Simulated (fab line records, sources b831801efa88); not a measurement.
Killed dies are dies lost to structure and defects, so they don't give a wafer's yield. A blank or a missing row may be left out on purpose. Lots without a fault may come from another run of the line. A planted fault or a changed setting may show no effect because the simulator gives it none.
Which tool did it? | flow gf180mcu | 13 lots, 39 wafers sampled, at 4 steps of a route of 602

WHAT THE GAUGES READ, wafer by wafer
GF_POLY_GATE_THK_MEAS_17. Usual: POLY_GATE_OXIDATION_THK 4.04 nm, standard deviation 0.07.
lot  | measured     | on            | POLY_GATE_OXIDATION_THK (nm) | flag
L552 | day 9 06:32  | film_metro-02 | 4.04 4.14 4.03               |
L553 | day 9 12:36  | film_metro-01 | 4.00 4.15 4.05               |
L555 | day 10 09:52 | film_metro-02 | 3.92 4.01 4.00               |
L556 | day 10 15:27 | film_metro-02 | 4.07 4.14 4.02               |
L557 | day 10 21:46 | film_metro-04 | 4.11 4.02 4.02               |
L558 | day 11 03:24 | film_metro-01 | 3.96 4.00 3.99               |
L559 | day 11 08:53 | film_metro-01 | 4.13 4.09 4.11               |
L560 | day 11 17:38 | film_metro-04 | 4.16 4.07 4.11               |
L567 | day 13 19:11 | film_metro-02 | 4.01 3.92 4.02               |
L570 | day 14 15:34 | film_metro-02 | 4.00 3.96 4.13               |
L571 | day 14 22:41 | film_metro-01 | 4.05 3.89 3.96               |
L572 | day 15 10:16 | film_metro-02 | 4.11 4.10 4.12               |
L574 | day 15 22:52 | film_metro-02 | 4.08 4.08 3.99               |

GF_POLY_GATE_CD_MEAS_18. Usual: cd_nm 279.0 nm, standard deviation 2.6.
lot  | measured     | on        | cd_nm (nm)        | flag
L552 | day 9 06:38  | cd_sem-01 | 279.1 280.7 275.1 |
L553 | day 9 12:42  | cd_sem-01 | 281.9 278.7 281.5 |
L555 | day 10 09:56 | cd_sem-02 | 277.7 274.9 280.8 |
L556 | day 10 15:31 | cd_sem-02 | 280.6 280.2 278.5 |
L557 | day 10 21:49 | cd_sem-02 | 277.7 278.6 279.8 |
L558 | day 11 03:28 | cd_sem-01 | 282.2 283.4 283.5 |
L559 | day 11 08:58 | cd_sem-01 | 278.6 280.1 276.8 |
L560 | day 11 17:43 | cd_sem-02 | 280.9 277.7 281.6 |
L567 | day 13 19:16 | cd_sem-02 | 277.9 277.9 279.0 |
L570 | day 14 15:44 | cd_sem-01 | 282.0 277.4 283.9 |
L571 | day 14 22:46 | cd_sem-01 | 278.7 280.0 278.1 |
L572 | day 15 10:21 | cd_sem-01 | 280.3 276.0 278.2 |
L574 | day 15 22:59 | cd_sem-01 | 276.8 282.6 278.5 |

GF_HV_LDD_CD_MEAS_46: target cd 400 nm. Usual: cd_nm 399.8 nm, standard deviation 2.9.
lot  | measured     | on        | cd_nm (nm)        | flag
L552 | day 12 06:52 | cd_sem-02 | 398.7 397.1 395.5 |
L553 | day 12 14:12 | cd_sem-01 | 400.2 401.5 399.3 |
L555 | day 13 14:00 | cd_sem-01 | 406.3 407.7 406.1 |
L556 | day 13 21:24 | cd_sem-01 | 401.2 398.6 402.0 |
L557 | day 14 05:41 | cd_sem-02 | 405.9 404.5 405.1 |
L558 | day 14 09:53 | cd_sem-02 | 401.1 403.1 402.5 |
L559 | day 14 17:46 | cd_sem-01 | 398.6 399.7 397.4 |
L560 | day 15 03:31 | cd_sem-01 | 402.3 401.7 399.1 |
L567 | day 17 11:10 | cd_sem-01 | 291.4 292.4 291.7 | OFF
L570 | day 18 10:27 | cd_sem-01 | 293.8 294.4 292.3 | OFF
L571 | day 18 17:58 | cd_sem-01 | 398.6 397.9 400.1 |
L572 | day 19 07:12 | cd_sem-01 | 399.0 398.7 400.2 |
L574 | day 19 21:44 | cd_sem-01 | 398.7 398.2 396.9 |

WHICH TOOL RAN EACH LOT (tool, then ch and the chambers of the sampled wafers, then the start)
lot  | GF_HV_LDD_EXPOSE_43
L552 | iline_stepper-01 ch 0, day 11 21:44
L553 | iline_stepper-02 ch 0, day 12 05:13
L555 | iline_stepper-01 ch 0, day 13 04:54
L556 | iline_stepper-01 ch 0, day 13 11:23
L557 | iline_stepper-01 ch 0, day 13 19:30
L558 | iline_stepper-01 ch 0, day 14 00:13
L559 | iline_stepper-01 ch 0, day 14 07:04
L560 | iline_stepper-02 ch 0, day 14 17:07
L567 | iline_stepper-01 ch 0, day 17 00:07
L570 | iline_stepper-01 ch 0, day 17 23:13
L571 | iline_stepper-02 ch 0, day 18 06:01
L572 | iline_stepper-02 ch 0, day 18 19:32
L574 | iline_stepper-02 ch 0, day 19 09:37
- GF_HV_LDD_EXPOSE_43: exposes mask Pplus HV AREA, target cd 400 nm.

WHAT THE TOOLS THEMSELVES READ (means of the sampled wafers that have a number; where no wafer has one, the mark that the record gives instead)
GF_HV_LDD_EXPOSE_43. Usual: exposure_dose_mJ_cm2 140.02, standard deviation 0.14.
lot  | tool             | exposure_dose_mJ_cm2 | flag
L552 | iline_stepper-01 | 139.95               |
L553 | iline_stepper-02 | 139.90               |
L555 | iline_stepper-01 | 140.09               |
L556 | iline_stepper-01 | 139.88               |
L557 | iline_stepper-01 | 139.91               |
L558 | iline_stepper-01 | 140.02               |
L559 | iline_stepper-01 | 140.00               |
L560 | iline_stepper-02 | 139.93               |
L567 | iline_stepper-01 | 95.87                | OFF
L570 | iline_stepper-01 | 96.02                | OFF
L571 | iline_stepper-02 | 140.03               |
L572 | iline_stepper-02 | 139.90               |
L574 | iline_stepper-02 | 140.00               |

THE ANSWER, worked out from the rows above alone
Rule: a lot is off if the mean of its wafers that have a number lies more than 3 standard deviations from the usual mean. A lot without any number at a reading at which 4 lots or more have one is off too. The other lots that the step has rows for count as sound. The gauges are gone through in route order, then the tools' own readings, and for those a lot's mean is taken as printed above. The first step at which some lot is off is used, and at that step the reading that is off furthest; a lot without a number counts as furthest.
Off: L567, L570, at GF_HV_LDD_CD_MEAS_46 (cd_nm).
A tool fits if, at a process step before that reading, it ran every lot that is off, and no sound lot after the first of them. The gauges at GF_HV_LDD_CD_MEAS_46 aren't tried: what is off there is off at GF_HV_LDD_EXPOSE_43 too, on other tools, and a gauge's error can't cause that. One fits: iline_stepper-01 at GF_HV_LDD_EXPOSE_43. Its last sound lot is L559 (day 14 07:04), its first lot that is off L567 (day 17 00:07): a fault that began between those two fits.
The tool's own readings at GF_HV_LDD_EXPOSE_43 bear it out: on the lots that are off they differ by more than 5 times the standard deviation of the sound lots' means. exposure_dose_mJ_cm2 reads 95.94 there against 139.96 on the sound lots.

WHAT THE SIMULATOR HAD PUT IN
Process parameter drift: iline_stepper-01, from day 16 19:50 on, at GF_HV_LDD_EXPOSE_43. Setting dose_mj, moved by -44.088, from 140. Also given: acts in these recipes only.
Lots struck among those shown: L567, L570. The rule above found the same.
